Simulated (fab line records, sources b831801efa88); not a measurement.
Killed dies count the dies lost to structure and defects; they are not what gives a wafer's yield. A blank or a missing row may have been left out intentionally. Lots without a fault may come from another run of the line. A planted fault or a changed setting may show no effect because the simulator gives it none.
A lot that was struck, set against a sound lot :: flow sky130 :: 16 steps out of a route of 708
Sound: the wafers L636.1, L636.5, L636.6. Wafers struck: L622.2, L622.4, L622.5. At the end, the cause is stated.
Order at every step that has rows: each side's tool, ch and its chambers, its first start. Under that, the readings that differ: sound wafers :: struck wafers :: difference of the means :: sigmas: that difference in standard deviations of wafers without a fault.
alike: readings whose means differ by less than 2 such deviations, and words and numbers that are the same on both sides. not compared: withheld readings, readings that some wafer has no value for, bounds like >300 that may hide the same value, and numbers for which the record gives no deviation and whose values overlap.
A row with sigmas, a row that says differs or no value, or rows on one side alone: a step with any of these is where the two part. Numbers that have no deviation but don't overlap get no sigmas and don't part them. A reading missing from all wafers of one side parts the sides only when that side holds two or more wafers.

first, 5 steps without rows for these wafers: SKY_SONOS_TUNNEL_COAT_02 (resist thk 1140 nm); SKY_SONOS_TUNNEL_SOFTBAKE_03 (time 60 s); SKY_SONOS_TUNNEL_EXPOSE_04 (exposes mask TUNM, target cd 410 nm); SKY_SONOS_TUNNEL_PEB_05; SKY_SONOS_TUNNEL_DEVELOP_06 (develop time 60 s).
SKY_SONOS_TUNNEL_CD_MEAS_07 targets a cd of 410 nm.
  sound on cdSem-02 at day 17 08:01; struck on cdSem-02 at day 12 20:53
  alike: cdNm
SKY_SONOS_TUNNEL_OVL_MEAS_08:
  sound on overlay-02 at day 17 08:08; struck on overlay-01 at day 12 21:00
  alike: SONOS_TUNNEL_OVL
then, 3 steps without rows for these wafers: SKY_SONOS_TUNNEL_IMPLANT_09; SKY_SONOS_TUNNEL_WET_ETCH_10 (etches SiO2 in dHF, target depth 14 nm, time 280 s); SKY_SONOS_TUNNEL_STRIP_11 (strips in SPM, time 600 s).
SKY_SONOS_TUNNEL_TW_MEAS_12:
  sound on filmMetro-04 at day 17 08:45; struck on filmMetro-04 at day 12 21:28
  alike: SONOS_TUNNEL_TW
then, 1 step without rows for these wafers: SKY_SONOS_TUNNEL_CLEAN_13 (cleans in dHF, time 20 s).
SKY_SONOS_ONO_OXIDATION_00: stabilise 600 s, purge 300 s, target thk 2.6 nm.
  sound on furnace-01 ch 0, day 17 09:14; struck on furnace-01 ch 0, day 12 22:15
reading: spikeTcCentreC (C)
sound: 799.5 798.2 799.0
struck: 805.8 806.8 806.7
difference: +7.5
sigmas: +6

reading: spikeTcLowerC (C)
sound: 799.0 798.5 799.9
struck: 807.6 808.8 807.4
difference: +8.8
sigmas: +5

reading: spikeTcUpperC (C)
sound: 796.6 797.5 799.9
struck: 805.9 805.5 806.6
difference: +8.0
sigmas: +7

reading: tubeCenterTempC (C)
sound: 800.01 799.98 800.01
struck: 807.19 807.13 807.25
difference: +7.19
sigmas: +95

reading: tube_center_temp_C_max
sound: 801.8 802.4 801.9
struck: 809.1 809.3 809.7
difference: +7.3
sigmas: +22

reading: model.SiO2_of_SONOS_ONO_OXIDATION_00.thkNm (nm)
sound: 2.598 2.632 2.633
struck: 2.871 2.857 2.896
difference: +0.254
sigmas: 
SKY_SONOS_ONO_THK_MEAS_01:
  sound on filmMetro-01 at day 17 10:35; struck on filmMetro-03 at day 12 23:37
reading: SONOS_ONO_OXIDATION_THK (nm)
sound: 2.60 2.60 2.61
struck: 2.90 2.83 2.85
difference: +0.26
sigmas: +5
then, 1 step without rows for these wafers: SKY_SONOS_ONO_CVD_02 (deposits Si3N4 from DCS/NH3, target thk 10.5 nm, time 180 s).
-- a jump in the record: the struck wafers' starts before and after are 34 days apart (it breaks off in module SONOS_ONO and resumes in module PAD_OPEN, where the first step shown is number 708 of the route) --
SKY_PAD_OPEN_PROBE_99:
  sound on prober-01 at day 50 02:26; struck on prober-01 at day 47 03:04
reading: model.etest.sonosErased.driveUaUm
sound: 201.9 202.2 195.7
struck: 166.5 169.9 181.8
difference: -27.2
sigmas: 

reading: model.etest.capOno.toxAccNm (nm)
sound: 12.95 12.92 12.86
struck: 13.03 12.96 13.12
difference: +0.13
sigmas: 

reading: model.etest.sonosErased.vtV (V)
sound: -2.282 -2.263 -2.305
struck: -2.1 -2.152 -2.07
difference: +0.2
sigmas: 
  alike: killed_at_M0_to_M3, killed_at_M4_up, killedAtContacts, killedAtFrontEnd, killedAtOther, killedDies, killedOpen, killedShort
  not compared: model.etest.capOno.gateLog10ACm2, model.etest.sonosProgrammed.vtV, model.etest.sonosBaked.vtLessV

== WHERE THEY PART ==
At SKY_SONOS_ONO_OXIDATION_00 first; at SKY_SONOS_ONO_THK_MEAS_01 last (within this record only). Later steps at which nothing parts them and some readings are alike: SKY_PAD_OPEN_PROBE_99.

WHY: the cause the simulator had injected
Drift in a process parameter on furnace-01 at SKY_SONOS_ONO_OXIDATION_00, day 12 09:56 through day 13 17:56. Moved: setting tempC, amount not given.
